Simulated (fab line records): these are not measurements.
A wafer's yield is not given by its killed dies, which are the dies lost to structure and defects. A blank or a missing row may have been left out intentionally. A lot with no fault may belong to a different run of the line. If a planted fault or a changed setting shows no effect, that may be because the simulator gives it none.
Struck lot and sound lot, side by side || flow sky130 || 43 out of 708 route steps
Sound: these wafers, L701.1, L701.2, L701.3. The struck wafers were L721.2, L721.4, L721.5. At the end, the cause is stated.
Per side, at each step with rows, come the tool, then ch with its chambers, and then its first start. Under that, the readings that differ: sound wafers || struck wafers || difference of the means || sigmas: that difference in standard deviations of wafers without a fault.
alike: readings with means less than 2 such deviations apart, plus words and numbers identical on both sides. not compared: withheld readings, readings lacking a value on some wafer, bounds such as >300 that could conceal the same value, and numbers that have no deviation in the record and whose values overlap.
The two part at a step that has a row with sigmas, a row that says differs or no value, or rows on one side only. Numbers that don't overlap but have no deviation are shown without sigmas and don't part them. Lack of a reading on every wafer of one side parts them only where that side has two or more wafers.

SKY_LDD_HVP_STRIP_09: strips in O2/N2.
  sound on plasmaAsher-02 ch 0,1, day 22 21:03; struck on plasmaAsher-03 ch 0,1, day 29 13:36
  alike: drypumpMotorCurrentA, oesProductAu, stripTimeToEndpointS
  not compared: rfHoursCounterH
SKY_LDD_HVP_TW_MEAS_10:
  sound: filmMetro-01 at day 22 21:09; struck: filmMetro-03 at day 29 13:43
  alike: LDD_HVP_TW
then, 7 steps without rows for these wafers: SKY_LDD_LDN_DEHYDRATE_00 (time 60 s); SKY_LDD_LDN_HMDS_01 (prime time 60 s); SKY_LDD_LDN_COAT_02 (resist thk 1140 nm); SKY_LDD_LDN_SOFTBAKE_03 (time 60 s); SKY_LDD_LDN_EXPOSE_04 (exposes mask LDNTM, target cd 700 nm); SKY_LDD_LDN_PEB_05; SKY_LDD_LDN_DEVELOP_06 (develop time 60 s).
SKY_LDD_LDN_OVL_MEAS_07:
  sound: overlay-01 at day 24 03:25; struck: overlay-02 at day 30 17:47
  alike: LDD_LDN_OVL
then, 2 steps without rows for these wafers: SKY_LDD_LDN_IMPLANT_08; SKY_LDD_LDN_IMPLANT_09.
SKY_LDD_LDN_IMPLANT_10:
  sound on implanter-02 ch 0, day 24 03:45; struck on implanter-02 ch 0, day 30 18:08
next, for these wafers, 1 step has no rows: SKY_LDD_LDN_IMPLANT_11.
SKY_LDD_LDN_STRIP_12: strips in O2/N2.
  sound on plasmaAsher-03 ch 0,1, day 24 04:03; struck on plasmaAsher-01 ch 0,1, day 30 18:25
{"reading": "drypumpMotorCurrentA (A)", "sound": "5.66 5.42 5.41", "struck": "6.30 5.97 6.29", "difference": "+0.69", "sigmas": "+2"}
  alike: oesProductAu, stripTimeToEndpointS
  not compared: rfHoursCounterH
SKY_LDD_LDN_TW_MEAS_13:
  sound: filmMetro-02 at day 24 04:09; struck: filmMetro-01 at day 30 18:31
  alike: LDD_LDN_TW
then, 2 steps without rows for these wafers: SKY_LDD_LDN_CLEAN_14 (cleans in SC1/SC2, time 150 s); SKY_SPACER_CVD_00 (deposits Si3N4 from DCS/NH3, target thk 43.1 nm, time 740 s).
SKY_SPACER_THK_MEAS_01:
  sound: filmMetro-04 at day 24 05:30; struck: filmMetro-01 at day 30 19:50
  alike: SPACER_CVD_00_THK
SKY_SPACER_ETCHBACK_02: etches Si3N4 in CH3F/O2, stops on SiO2, time 46.7 s, target depth 45 nm.
  sound on rieDiel-04 ch 0,1,3, day 24 05:34; struck on rieDiel-03 ch 1,2,3, day 30 19:53
  alike: drypumpMotorCurrentA, oesProductAu, rfFwdPowerW, throttleValvePct
  not compared: rfHoursCounterH
then, 8 steps without rows for these wafers: SKY_POLY_CUT_DEHYDRATE_00 (time 60 s); SKY_POLY_CUT_HMDS_01 (prime time 60 s); SKY_POLY_CUT_COAT_02 (resist thk 60 nm); SKY_POLY_CUT_COAT_03 (resist thk 450 nm); SKY_POLY_CUT_SOFTBAKE_04 (time 90 s); SKY_POLY_CUT_EXPOSE_05 (exposes mask NPCM, target cd 270 nm); SKY_POLY_CUT_PEB_06; SKY_POLY_CUT_DEVELOP_07 (develop time 60 s).
SKY_POLY_CUT_CD_MEAS_08 targets a cd of 270 nm.
  sound: cdSem-02 at day 25 11:52; struck: cdSem-02 at day 31 22:47
  alike: cdNm
SKY_POLY_CUT_OVL_MEAS_09:
  sound: overlay-01 at day 25 11:59; struck: overlay-02 at day 31 22:53
  alike: POLY_CUT_OVL
then, 1 step without rows for these wafers: SKY_POLY_CUT_ETCH_10 (etches BARC in N2/H2, stops on SiO2, time 45.9 s, target depth 60 nm).
SKY_POLY_CUT_ETCH_11: etches Si3N4 in CF4/CH2F2/Ar, stops on poly-Si, time 42.5 s, target depth 60 nm.
  sound on rieDiel-03 ch 0,1,2, day 25 12:04; struck on rieDiel-02 ch 2,3, day 31 22:58
  alike: drypumpMotorCurrentA, oesProductAu, rfFwdPowerW, throttleValvePct
  not compared: rfHoursCounterH
SKY_POLY_CUT_STRIP_12: strips in O2/N2.
  sound on plasmaAsher-01 ch 0,1, day 25 12:06; struck on plasmaAsher-02 ch 0,1, day 31 23:00
  alike: drypumpMotorCurrentA, oesProductAu, stripTimeToEndpointS
  not compared: rfHoursCounterH
then, 7 steps without rows for these wafers: SKY_SD_P_DEHYDRATE_00 (time 60 s); SKY_SD_P_HMDS_01 (prime time 60 s); SKY_SD_P_COAT_02 (resist thk 1140 nm); SKY_SD_P_SOFTBAKE_03 (time 60 s); SKY_SD_P_EXPOSE_04 (exposes mask PSDM, target cd 380 nm); SKY_SD_P_PEB_05; SKY_SD_P_DEVELOP_06 (develop time 60 s).
SKY_SD_P_CD_MEAS_07 targets a cd of 380 nm.
  sound: cdSem-02 at day 26 16:40; struck: cdSem-02 at day 33 00:35
  alike: cdNm
SKY_SD_P_OVL_MEAS_08:
  sound: overlay-01 at day 26 16:47; struck: overlay-02 at day 33 00:42
  alike: SD_P_OVL
-- here the record skips 18 days between the struck wafers' starts before and after, leaving off in module SD_P and picking up in module PAD_OPEN (first step shown: number 708 of the route) --
SKY_PAD_OPEN_PROBE_99:
  sound: prober-01 at day 46 17:31; struck: prober-02 at day 50 22:11
{"reading": "model.etest.tipSonos.rsOhmSqRange", "sound": "29.04 46.44 14.97", "struck": "82.55 77.63 66.11", "difference": "+45.28", "sigmas": ""}
  alike: killed_at_M0_to_M3, killed_at_M4_up, killedAtContacts, killedAtFrontEnd, killedAtOther, killedDies, killedOpen, killedShort

## WHERE THEY PART
Within this record, at SKY_LDD_LDN_STRIP_12 only. Later steps at which nothing parts them and some readings are alike: SKY_LDD_LDN_TW_MEAS_13, SKY_SPACER_THK_MEAS_01, SKY_SPACER_ETCHBACK_02, SKY_POLY_CUT_CD_MEAS_08, SKY_POLY_CUT_OVL_MEAS_09, SKY_POLY_CUT_ETCH_11, SKY_POLY_CUT_STRIP_12, SKY_SD_P_CD_MEAS_07, SKY_SD_P_OVL_MEAS_08, SKY_PAD_OPEN_PROBE_99.

WHY: the cause the simulator had injected
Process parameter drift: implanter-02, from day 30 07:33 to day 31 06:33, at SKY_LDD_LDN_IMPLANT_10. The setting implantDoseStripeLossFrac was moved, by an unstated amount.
